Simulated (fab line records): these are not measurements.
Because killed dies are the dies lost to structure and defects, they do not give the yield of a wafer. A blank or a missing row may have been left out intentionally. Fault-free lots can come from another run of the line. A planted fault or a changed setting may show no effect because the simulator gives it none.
Which tool did it? -- flow gf180mcu -- 72 wafers from 24 lots sampled at 3 of the route's 602 steps

## WHAT EACH GAUGE READ, for each wafer
GF_V1_RS_MEAS_24: measures by four-point-probe.
lot,measured,on,V1_W_RS (ohm/sq)
L074,day 18 10:13,filmMetro-01,0.322 0.325 0.315
L075,day 19 03:40,filmMetro-02,0.334 0.327 0.332
L076,day 19 05:46,filmMetro-04,0.331 0.325 0.324
L077,day 19 11:34,filmMetro-04,0.330 0.329 0.330
L078,day 19 22:01,filmMetro-02,0.325 0.335 0.336
L079,day 20 07:02,filmMetro-01,0.329 0.339 0.335
L080,day 20 23:02,filmMetro-01,0.331 0.324 0.326
L081,day 21 10:53,filmMetro-04,0.337 0.337 0.327
L082,day 21 13:29,filmMetro-01,0.328 0.333 0.333
L084,day 21 21:51,filmMetro-02,0.331 0.337 0.333
L083,day 21 21:52,filmMetro-01,0.337 0.330 0.337
L085,day 22 12:17,filmMetro-01,0.331 0.321 0.333
L086,day 22 16:17,filmMetro-02,0.341 0.336 0.342
L087,day 23 04:34,filmMetro-02,0.326 0.341 0.331
L088,day 23 09:52,filmMetro-04,0.334 0.326 0.334
L089,day 23 15:47,filmMetro-04,0.329 0.331 0.336
L090,day 24 02:45,filmMetro-01,0.339 0.340 0.332
L091,day 24 11:32,filmMetro-01,0.334 0.339 0.340
L092,day 24 19:34,filmMetro-01,0.331 0.326 0.333
L093,day 25 00:40,filmMetro-01,0.325 0.333 0.323
L094,day 25 05:41,filmMetro-04,0.331 0.336 0.328
L095,day 25 14:09,filmMetro-02,0.338 0.331 0.328
L096,day 25 19:24,filmMetro-01,0.331 0.325 0.330
L097,day 26 02:01,filmMetro-04,0.338 0.330 0.338

GF_M2_CD_MEAS_14: target cd 280 nm.
lot,measured,on,cdNm (nm)
L074,day 19 11:38,cdSem-01,280.8 281.2 280.9
L075,day 20 04:29,cdSem-01,279.3 278.5 280.0
L076,day 20 06:55,cdSem-01,279.7 278.7 279.0
L077,day 20 12:28,cdSem-02,279.0 278.7 279.6
L078,day 20 23:13,cdSem-01,278.3 278.9 277.6
L079,day 21 07:17,cdSem-02,279.6 279.3 279.3
L080,day 21 23:40,cdSem-01,277.1 278.2 277.9
L081,day 22 11:32,cdSem-02,280.4 280.8 282.2
L082,day 22 13:32,cdSem-01,281.1 282.5 282.6
L084,day 22 22:02,cdSem-02,277.8 278.5 278.2
L083,day 22 22:23,cdSem-02,279.6 278.9 279.0
L085,day 23 11:52,cdSem-01,279.1 280.5 279.3
L086,day 23 16:23,cdSem-01,280.6 280.6 279.1
L087,day 24 03:52,cdSem-01,281.7 282.0 281.6
L088,day 24 08:58,cdSem-02,278.9 276.9 279.3
L089,day 24 14:29,cdSem-01,278.7 278.7 278.2
L090,day 25 01:04,cdSem-02,279.8 280.7 279.5
L091,day 25 09:46,cdSem-02,280.4 281.0 281.5
L092,day 25 18:13,cdSem-01,280.1 281.5 281.0
L093,day 26 01:35,cdSem-01,278.8 277.9 277.9
L094,day 26 03:35,cdSem-01,279.1 279.1 279.2
L095,day 26 11:11,cdSem-01,280.5 280.1 280.5
L096,day 26 16:26,cdSem-02,279.7 279.6 281.1
L097,day 26 22:42,cdSem-01,279.0 278.3 278.6

## EACH LOT AND THE TOOL THAT RAN IT (in order: tool; ch and the chambers of the sampled wafers; start)
lot,GF_M2_SPUTTER_03
L074,"pvdSputter-03, day 18 10:55"
L075,"pvdSputter-03, day 19 04:17"
L076,"pvdSputter-01, day 19 06:25"
L077,"pvdSputter-03, day 19 12:11"
L078,"pvdSputter-01, day 19 22:39"
L079,"pvdSputter-02, day 20 07:40"
L080,"pvdSputter-01, day 20 23:40"
L081,"pvdSputter-02, day 21 11:35"
L082,"pvdSputter-02, day 21 14:08"
L084,"pvdSputter-02, day 21 22:29"
L083,"pvdSputter-03, day 21 22:30"
L085,"pvdSputter-01, day 22 12:52"
L086,"pvdSputter-02, day 22 16:56"
L087,"pvdSputter-01, day 23 05:08"
L088,"pvdSputter-01, day 23 10:31"
L089,"pvdSputter-02, day 23 16:25"
L090,"pvdSputter-02, day 24 03:22"
L091,"pvdSputter-03, day 24 12:10"
L092,"pvdSputter-02, day 24 20:17"
L093,"pvdSputter-02, day 25 01:18"
L094,"pvdSputter-03, day 25 06:19"
L095,"pvdSputter-02, day 25 14:45"
L096,"pvdSputter-01, day 25 20:01"
L097,"pvdSputter-01, day 26 02:37"
- GF_M2_SPUTTER_03: material Ti, target thk 10 nm, time 6.7 s.

## WHAT THE TOOLS THEMSELVES READ (means of the sampled wafers that have a number; where no wafer has one, the mark that the record gives instead)
GF_M2_SPUTTER_03.
lot,tool,chamberPressurePa (Pa),throttleValvePct (%)
L074,pvdSputter-03,0.3003,29.2
L075,pvdSputter-03,0.2997,29.4
L076,pvdSputter-01,0.3003,30.1
L077,pvdSputter-03,0.2997,29.5
L078,pvdSputter-01,0.2999,29.1
L079,pvdSputter-02,0.3001,31.2
L080,pvdSputter-01,0.3002,29.3
L081,pvdSputter-02,0.3000,30.8
L082,pvdSputter-02,0.2998,30.5
L084,pvdSputter-02,0.3003,31.2
L083,pvdSputter-03,0.2997,29.6
L085,pvdSputter-01,0.3002,29.3
L086,pvdSputter-02,0.2999,31.5
L087,pvdSputter-01,0.2999,29.8
L088,pvdSputter-01,0.3005,28.9
L089,pvdSputter-02,0.3005,31.1
L090,pvdSputter-02,0.2998,31.0
L091,pvdSputter-03,0.2996,28.5
L092,pvdSputter-02,0.3001,30.9
L093,pvdSputter-02,0.3001,30.4
L094,pvdSputter-03,0.3004,29.3
L095,pvdSputter-02,0.3002,31.5
L096,pvdSputter-01,0.3002,30.1
L097,pvdSputter-01,0.2993,29.3

## THE ANSWER, worked out from the rows above alone
Rule: usual is defined by the lots themselves. The widest of any qualifying gaps counts: lots, ordered by their means at a reading, are off when they make up no more than a third of the lots, leave a main group of 4 or more, and stand apart from it by 3 or more times the standard deviation of that group's means. If all means in a main group match to the digits the tables above print for the reading, that group is not used. A lot without any number at a reading at which 4 lots or more have one is off too. The other lots that the step has rows for count as sound. After the gauges, taken in route order, come the tools' own readings; for these a lot's mean is taken, as printed above. At the first step where some lot is off, the reading lying furthest off is the one used; lots without a number count as furthest.
Nothing can be told from this: no lot is off at any reading shown.

## WHAT THE SIMULATOR PUT IN
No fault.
